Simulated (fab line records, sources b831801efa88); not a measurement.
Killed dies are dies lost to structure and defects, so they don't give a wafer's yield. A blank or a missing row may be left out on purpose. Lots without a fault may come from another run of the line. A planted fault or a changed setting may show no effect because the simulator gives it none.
A struck lot beside a sound one | flow gf180mcu | 43 steps out of a route of 602
Sound: wafers L835.1, L835.3, L835.4. Struck: wafers L828.2, L828.3, L828.5. The cause comes at the end.
At each step with rows: each side's tool, then ch and its chambers, then its first start. Under that, the readings that differ: sound wafers | struck wafers | difference of the means | sigmas: that difference in standard deviations of wafers without a fault.
alike: readings whose means differ by less than 2 such deviations, and words and numbers that are the same on both sides. not compared: withheld readings, readings that some wafer has no value for, bounds like >300 that may hide the same value, and numbers for which the record gives no deviation and whose values overlap.
The two part at a step that has a row with sigmas, a row that says differs or no value, or rows on one side only. Numbers that don't overlap but have no deviation are shown without sigmas and don't part them. A reading that every wafer of one side lacks parts them only if that side has two wafers or more.

GF_STI_ETCH_13: etches the open film in CHF3/O2, stops on Si, target depth 282.31 nm, time 112.9 s.
  sound on rie_diel-03 ch 0,2,3, day 5 22:32; struck on rie_diel-02 ch 0,1, day 4 10:23
  alike: O2_flow_sccm, drypump_motor_current_A, oes_product_au, throttle_valve_pct
  not compared: rf_hours_counter_h
GF_STI_ETCH_14: etches Si in HBr/Cl2/O2, target depth 360 nm, time 102.9 s.
  sound on rie_si-01 ch 1,2,3, day 5 22:37; struck on rie_si-01 ch 0,1,2, day 4 10:28
  alike: O2_flow_sccm, drypump_motor_current_A, oes_product_au, throttle_valve_pct
  not compared: rf_hours_counter_h
GF_STI_STRIP_15: strips in O2/N2.
  sound on plasma_asher-04 ch 0,1, day 5 22:41; struck on plasma_asher-01 ch 0,1, day 4 10:32
  alike: drypump_motor_current_A, heater_power_w, oes_product_au, strip_time_to_endpoint_s
  not compared: rf_hours_counter_h
then, 6 steps without rows for these wafers: GF_STI_CLEAN_16 (cleans in dHF, time 25 s); GF_STI_WET_ETCH_17 (etches Si3N4 in H3PO4, target depth 45 nm, time 514 s); GF_STI_CLEAN_18 (cleans in SC1/SC2, time 150 s); GF_STI_CLEAN_19 (cleans in dHF, time 20 s); GF_STI_WET_ETCH_20 (etches SiO2 in dHF, target depth 20 nm, time 400 s); GF_STI_OXIDATION_21 (stabilise 600 s, purge 300 s, target thk 15 nm).
GF_STI_THK_MEAS_22:
  sound on film_metro-04, day 6 00:25; struck on film_metro-04, day 4 12:54
  reading                   | sound             | struck            | difference | sigmas
  STI_OXIDATION_01_THK (nm) | 15.27 15.44 15.33 | 14.59 14.55 14.17 | -0.91      | -3
then, 1 step without rows for these wafers: GF_STI_CVD_23 (deposits SiO2, target thk 650 nm, time 108.3 s).
GF_STI_THK_MEAS_24:
  sound on film_metro-04, day 6 00:32; struck on film_metro-01, day 4 13:05
  reading             | sound       | struck      | difference | sigmas
  STI_CVD_23_THK (nm) | 641 646 634 | 647 657 661 | +15        | +2
GF_STI_CMP_25: polishes, stops on Si3N4, t overpolish 33 s, target thk 524.6 nm.
  sound on cmp-02 ch 0,1,2, day 6 00:43; struck on cmp-01 ch 0,3, day 4 13:08
  alike: motor_current_A, overpolish_run_s, time_to_endpoint_s
then, 4 steps without rows for these wafers: GF_STI_WET_ETCH_26 (etches SiO2 in dHF, target depth 94 nm, time 188 s); GF_STI_WET_ETCH_27 (etches Si3N4 in H3PO4, target depth 160 nm, time 1825 s); GF_STI_WET_ETCH_28 (etches SiO2 in dHF, target depth 20 nm, time 40 s); GF_STI_OXIDATION_29 (stabilise 600 s, purge 300 s, target thk 10 nm).
GF_STI_THK_MEAS_30:
  sound on film_metro-04, day 6 03:41; struck on film_metro-02, day 4 16:06
  reading                   | sound            | struck         | difference | sigmas
  STI_OXIDATION_02_THK (nm) | 9.93 10.05 10.13 | 9.57 9.50 9.38 | -0.55      | -2
then, 8 steps without rows for these wafers: GF_DNWELL_DEHYDRATE_00 (time 60 s); GF_DNWELL_HMDS_01 (prime time 60 s); GF_DNWELL_COAT_02 (resist thk 3000 nm); GF_DNWELL_SOFTBAKE_03; GF_DNWELL_EXPOSE_04 (exposes mask DNWELL, target cd 1700 nm); GF_DNWELL_PEB_05; GF_DNWELL_DEVELOP_06 (develop time 61.76 s); GF_DNWELL_IMPLANT_07.
GF_DNWELL_STRIP_08: strips in O2/N2.
  sound on plasma_asher-02 ch 0,1, day 6 19:04; struck on plasma_asher-03 ch 1, day 5 05:22
  reading            | sound       | struck      | difference | sigmas
  heater_power_w (W) | 363 352 362 | 262 267 262 | -95        | -2
  alike: drypump_motor_current_A, oes_product_au, strip_time_to_endpoint_s
  not compared: rf_hours_counter_h
GF_DNWELL_TW_MEAS_09:
  sound on film_metro-04, day 6 19:10; struck on film_metro-04, day 5 05:28
  alike: DNWELL_TW
then, 7 steps without rows for these wafers: GF_NWELL_DEHYDRATE_00 (time 60 s); GF_NWELL_HMDS_01 (prime time 60 s); GF_NWELL_COAT_02 (resist thk 3000 nm); GF_NWELL_SOFTBAKE_03; GF_NWELL_EXPOSE_04 (exposes mask Nwell, target cd 860 nm); GF_NWELL_PEB_05; GF_NWELL_DEVELOP_06 (develop time 60 s).
GF_NWELL_OVL_MEAS_07:
  sound on overlay-02, day 7 10:46; struck on overlay-01, day 5 19:55
  alike: NWELL_OVL
then, 2 steps without rows for these wafers: GF_NWELL_IMPLANT_08; GF_NWELL_IMPLANT_09.
GF_NWELL_STRIP_10: strips in O2/N2.
  sound on plasma_asher-02 ch 0,1, day 7 11:06; struck on plasma_asher-02 ch 0,1, day 5 20:15
  alike: drypump_motor_current_A, heater_power_w, oes_product_au, strip_time_to_endpoint_s
  not compared: rf_hours_counter_h
GF_NWELL_TW_MEAS_11:
  sound on film_metro-03, day 7 11:12; struck on film_metro-01, day 5 20:22
  alike: NWELL_TW
then, 2 steps without rows for these wafers: GF_LVPWELL_DEHYDRATE_00 (time 60 s); GF_LVPWELL_HMDS_01 (prime time 60 s).
-- the record jumps here: 27 days lie between the struck wafers' starts before and after (it left off in module LVPWELL and takes up again in module PASSIVATION, whose first step shown is number 602 of the route) --
GF_PASSIVATION_PROBE_99:
  the record has rows for the struck wafers here (prober-01, day 32 09:47) and none for the sound ones

WHERE THEY PART
First at GF_STI_THK_MEAS_22; last, within this record, at GF_PASSIVATION_PROBE_99.

WHY: what the simulator had put in
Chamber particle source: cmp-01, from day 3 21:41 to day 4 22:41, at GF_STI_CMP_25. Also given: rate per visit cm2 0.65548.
